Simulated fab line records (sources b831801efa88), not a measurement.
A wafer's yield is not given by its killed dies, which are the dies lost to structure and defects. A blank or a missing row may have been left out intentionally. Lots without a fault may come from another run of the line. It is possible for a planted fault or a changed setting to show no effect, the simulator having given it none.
Which tool is to blame? / flow sky130 / 13 lots with 39 wafers sampled at 4 steps, on a route of 708 steps

## WHAT EACH GAUGE READ, for each wafer
SKY_CONTACT_RS_MEAS_25: measurement is done with a four-point probe. Usual: CONTACT_W_RS gives 0.338 ohm/sq (standard deviation 0.0053).
lot=L478; measured=day 31 15:29; on=film-metro-04; CONTACT_W_RS (ohm/sq)=0.352 0.344 0.345; flag=
lot=L480; measured=day 32 02:36; on=film-metro-02; CONTACT_W_RS (ohm/sq)=0.340 0.339 0.343; flag=
lot=L481; measured=day 32 12:34; on=film-metro-01; CONTACT_W_RS (ohm/sq)=0.326 0.339 0.324; flag=
lot=L482; measured=day 32 22:19; on=film-metro-04; CONTACT_W_RS (ohm/sq)=0.340 0.337 0.335; flag=
lot=L483; measured=day 33 08:38; on=film-metro-04; CONTACT_W_RS (ohm/sq)=0.336 0.336 0.337; flag=
lot=L484; measured=day 33 14:16; on=film-metro-02; CONTACT_W_RS (ohm/sq)=0.340 0.335 0.341; flag=
lot=L485; measured=day 34 01:08; on=film-metro-02; CONTACT_W_RS (ohm/sq)=0.342 0.337 0.338; flag=
lot=L492; measured=day 35 22:40; on=film-metro-04; CONTACT_W_RS (ohm/sq)=0.344 0.339 0.341; flag=
lot=L493; measured=day 36 06:01; on=film-metro-04; CONTACT_W_RS (ohm/sq)=0.327 0.338 0.338; flag=
lot=L496; measured=day 37 07:35; on=film-metro-02; CONTACT_W_RS (ohm/sq)=0.344 0.345 0.347; flag=
lot=L497; measured=day 37 13:59; on=film-metro-02; CONTACT_W_RS (ohm/sq)=0.337 0.338 0.336; flag=
lot=L498; measured=day 37 18:38; on=film-metro-02; CONTACT_W_RS (ohm/sq)=0.330 0.331 0.332; flag=
lot=L499; measured=day 38 09:10; on=film-metro-01; CONTACT_W_RS (ohm/sq)=0.343 0.342 0.340; flag=

SKY_METAL1_CD_MEAS_15: the cd target is 140 nm. Usual: cd-nm 140.3 nm, standard deviation 1.7.
lot=L478; measured=day 32 19:32; on=cd-sem-01; cd-nm (nm)=141.0 141.1 141.6; flag=
lot=L480; measured=day 33 07:02; on=cd-sem-01; cd-nm (nm)=140.7 141.7 141.1; flag=
lot=L481; measured=day 33 16:52; on=cd-sem-01; cd-nm (nm)=139.5 138.4 139.7; flag=
lot=L482; measured=day 34 01:17; on=cd-sem-01; cd-nm (nm)=140.0 140.0 140.1; flag=
lot=L483; measured=day 34 11:39; on=cd-sem-01; cd-nm (nm)=138.2 139.2 137.7; flag=
lot=L484; measured=day 34 17:07; on=cd-sem-02; cd-nm (nm)=140.6 139.6 139.0; flag=
lot=L485; measured=day 35 04:10; on=cd-sem-01; cd-nm (nm)=141.1 141.2 140.9; flag=
lot=L492; measured=day 37 01:01; on=cd-sem-02; cd-nm (nm)=141.1 140.3 140.6; flag=
lot=L493; measured=day 37 08:36; on=cd-sem-02; cd-nm (nm)=138.0 139.6 138.6; flag=
lot=L496; measured=day 38 09:55; on=cd-sem-01; cd-nm (nm)=143.9 141.2 140.8; flag=
lot=L497; measured=day 38 15:50; on=cd-sem-01; cd-nm (nm)=138.3 138.2 138.4; flag=
lot=L498; measured=day 38 21:15; on=cd-sem-01; cd-nm (nm)=139.8 140.3 141.7; flag=
lot=L499; measured=day 39 11:04; on=cd-sem-01; cd-nm (nm)=141.5 140.4 141.6; flag=

## WHAT TOOL EACH LOT RAN ON (gives the tool, then ch and the chambers of the sampled wafers, and finally the start)
lot=L478; SKY_NWELL_STRIP_25=plasma-asher-01 ch 0,1, day 5 10:04; SKY_CONTACT_SPUTTER_23=pvd-sputter-02, day 31 15:16
lot=L480; SKY_NWELL_STRIP_25=plasma-asher-04 ch 0,1, day 5 17:31; SKY_CONTACT_SPUTTER_23=pvd-sputter-03, day 32 02:26
lot=L481; SKY_NWELL_STRIP_25=plasma-asher-01 ch 0,1, day 6 02:37; SKY_CONTACT_SPUTTER_23=pvd-sputter-03, day 32 12:24
lot=L482; SKY_NWELL_STRIP_25=plasma-asher-03 ch 0,1, day 6 10:50; SKY_CONTACT_SPUTTER_23=pvd-sputter-03, day 32 22:08
lot=L483; SKY_NWELL_STRIP_25=plasma-asher-04 ch 0,1, day 6 12:49; SKY_CONTACT_SPUTTER_23=pvd-sputter-03, day 33 08:27
lot=L484; SKY_NWELL_STRIP_25=plasma-asher-03 ch 0,1, day 6 18:43; SKY_CONTACT_SPUTTER_23=pvd-sputter-03, day 33 14:05
lot=L485; SKY_NWELL_STRIP_25=plasma-asher-01 ch 0, day 7 03:41; SKY_CONTACT_SPUTTER_23=pvd-sputter-04, day 34 00:56
lot=L492; SKY_NWELL_STRIP_25=plasma-asher-01 ch 0,1, day 8 16:50; SKY_CONTACT_SPUTTER_23=pvd-sputter-03, day 35 22:28
lot=L493; SKY_NWELL_STRIP_25=plasma-asher-01 ch 0,1, day 9 02:25; SKY_CONTACT_SPUTTER_23=pvd-sputter-02, day 36 05:51
lot=L496; SKY_NWELL_STRIP_25=plasma-asher-04 ch 0,1, day 9 20:10; SKY_CONTACT_SPUTTER_23=pvd-sputter-03, day 37 07:23
lot=L497; SKY_NWELL_STRIP_25=plasma-asher-04 ch 0,1, day 10 02:28; SKY_CONTACT_SPUTTER_23=pvd-sputter-04, day 37 13:49
lot=L498; SKY_NWELL_STRIP_25=plasma-asher-04 ch 0,1, day 10 07:14; SKY_CONTACT_SPUTTER_23=pvd-sputter-03, day 37 18:28
lot=L499; SKY_NWELL_STRIP_25=plasma-asher-03 ch 0,1, day 10 13:25; SKY_CONTACT_SPUTTER_23=pvd-sputter-04, day 38 08:58
- SKY_NWELL_STRIP_25: strips in O2/N2.
- SKY_CONTACT_SPUTTER_23: material TiN, target thk 20 nm, time 80 s.

## WHAT THE TOOLS THEMSELVES READ (means of the sampled wafers that have a number; where no wafer has one, the mark that the record gives instead)
SKY_NWELL_STRIP_25. Usual: drypump-motor-current-A 5.5 A, standard deviation 0.39; oes-product-au 0.723 a.u., standard deviation 0.0043; strip-time-to-endpoint-s 36.89 s, standard deviation 0.11.
lot=L478; tool=plasma-asher-01; drypump-motor-current-A (A)=5.9; oes-product-au (a.u.)=0.724; strip-time-to-endpoint-s (s)=36.85; flag=
lot=L480; tool=plasma-asher-04; drypump-motor-current-A (A)=5.2; oes-product-au (a.u.)=0.725; strip-time-to-endpoint-s (s)=36.90; flag=
lot=L481; tool=plasma-asher-01; drypump-motor-current-A (A)=5.6; oes-product-au (a.u.)=0.725; strip-time-to-endpoint-s (s)=36.81; flag=
lot=L482; tool=plasma-asher-03; drypump-motor-current-A (A)=5.7; oes-product-au (a.u.)=0.726; strip-time-to-endpoint-s (s)=36.66; flag=
lot=L483; tool=plasma-asher-04; drypump-motor-current-A (A)=5.2; oes-product-au (a.u.)=0.723; strip-time-to-endpoint-s (s)=37.09; flag=
lot=L484; tool=plasma-asher-03; drypump-motor-current-A (A)=5.7; oes-product-au (a.u.)=0.723; strip-time-to-endpoint-s (s)=36.98; flag=
lot=L485; tool=plasma-asher-01; drypump-motor-current-A (A)=5.3; oes-product-au (a.u.)=0.726; strip-time-to-endpoint-s (s)=36.78; flag=
lot=L492; tool=plasma-asher-01; drypump-motor-current-A (A)=5.6; oes-product-au (a.u.)=0.721; strip-time-to-endpoint-s (s)=36.86; flag=
lot=L493; tool=plasma-asher-01; drypump-motor-current-A (A)=5.8; oes-product-au (a.u.)=0.721; strip-time-to-endpoint-s (s)=36.87; flag=
lot=L496; tool=plasma-asher-04; drypump-motor-current-A (A)=5.2; oes-product-au (a.u.)=0.717; strip-time-to-endpoint-s (s)=36.87; flag=
lot=L497; tool=plasma-asher-04; drypump-motor-current-A (A)=5.2; oes-product-au (a.u.)=0.724; strip-time-to-endpoint-s (s)=36.93; flag=
lot=L498; tool=plasma-asher-04; drypump-motor-current-A (A)=5.2; oes-product-au (a.u.)=0.726; strip-time-to-endpoint-s (s)=36.88; flag=
lot=L499; tool=plasma-asher-03; drypump-motor-current-A (A)=5.6; oes-product-au (a.u.)=0.725; strip-time-to-endpoint-s (s)=36.83; flag=

SKY_CONTACT_SPUTTER_23. Usual: throttle-valve-pct 29.5 %, standard deviation 1.1.
lot=L478; tool=pvd-sputter-02; throttle-valve-pct (%)=29.4; flag=
lot=L480; tool=pvd-sputter-03; throttle-valve-pct (%)=29.6; flag=
lot=L481; tool=pvd-sputter-03; throttle-valve-pct (%)=29.9; flag=
lot=L482; tool=pvd-sputter-03; throttle-valve-pct (%)=30.2; flag=
lot=L483; tool=pvd-sputter-03; throttle-valve-pct (%)=29.8; flag=
lot=L484; tool=pvd-sputter-03; throttle-valve-pct (%)=30.1; flag=
lot=L485; tool=pvd-sputter-04; throttle-valve-pct (%)=29.3; flag=
lot=L492; tool=pvd-sputter-03; throttle-valve-pct (%)=30.2; flag=
lot=L493; tool=pvd-sputter-02; throttle-valve-pct (%)=29.3; flag=
lot=L496; tool=pvd-sputter-03; throttle-valve-pct (%)=29.7; flag=
lot=L497; tool=pvd-sputter-04; throttle-valve-pct (%)=29.9; flag=
lot=L498; tool=pvd-sputter-03; throttle-valve-pct (%)=30.2; flag=
lot=L499; tool=pvd-sputter-04; throttle-valve-pct (%)=30.3; flag=

## THE ANSWER, worked out from the rows above alone
Rule: a lot is off if the mean of its wafers that have a number lies more than 3 standard deviations from the usual mean. Also off: a lot with no number at a reading for which 4 or more lots have one. Any other lot the step has rows for is counted as sound. Order of review: gauges by route order, followed by the tools' own readings, for which a lot's mean as printed above is used. At the first step where some lot is off, the reading lying furthest off is the one used; lots without a number count as furthest.
No lot is off on any of the readings shown, so nothing can be concluded from this.

## WHAT HAD BEEN PUT IN BY THE SIMULATOR
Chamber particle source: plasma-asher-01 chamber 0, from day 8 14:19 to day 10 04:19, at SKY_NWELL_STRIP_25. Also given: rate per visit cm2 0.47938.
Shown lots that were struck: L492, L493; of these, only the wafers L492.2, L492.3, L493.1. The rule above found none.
